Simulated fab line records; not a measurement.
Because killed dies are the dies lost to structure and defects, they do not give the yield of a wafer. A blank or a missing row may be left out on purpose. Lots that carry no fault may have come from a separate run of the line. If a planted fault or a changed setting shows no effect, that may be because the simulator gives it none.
Chamber matching | flow sky130 | hdpcvd-02 running SKY_CONTACT_HDPCVD_02: 3 sister chambers
The step deposits SiO2, target thk 565 nm, time 94.2 s. 6 wafers are shown with their chamber, then 8 later ones without.

WAFERS PAIRED WITH THEIR CHAMBERS
wafer  | chamber | runLengthS (s)
L137.5 | 0       | 121.7
L142.1 | 2       | 123.6
L142.3 | 1       | 122.1
L142.6 | 2       | 123.5
L143.1 | 0       | 122.0
L143.3 | 1       | 121.6

WAFERS WITH NO CHAMBER GIVEN
wafer  | runLengthS (s)
L143.5 | 121.1
L144.1 | 121.5
L144.4 | 123.5
L144.5 | 121.5
L146.3 | 121.4
L147.6 | 123.4
L148.2 | 123.0
L148.6 | 123.0

WHICH CHAMBER EACH WENT THROUGH
wafer  | from the rows above     | in truth
L143.5 | can't be placed: 0 or 1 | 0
L144.1 | can't be placed: 0 or 1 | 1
L144.4 | 2                       | 2
L144.5 | can't be placed: 0 or 1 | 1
L146.3 | can't be placed: 0 or 1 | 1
L147.6 | 2                       | 2
L148.2 | 2                       | 2
L148.6 | 2                       | 2
Correct placement for 4 of the 8. These rows do not allow placing 4 (true chamber among the candidates in 4). Number placed wrongly: 0.
How it was worked out, from the rows above alone: a wafer's distance from a chamber is the root of the sum, over the readings, of the square of ((its reading less the chamber's mean) divided by the reading's scatter). The wafer belongs to the nearest chamber; if the next one is less than 2 further off, it can't be placed. A chamber's mean is the mean of its shown wafers. The scatter is the square root of a quotient: the sum, over the shown wafers, of each reading's squared deviation from its chamber's mean, divided by wafers minus chambers.
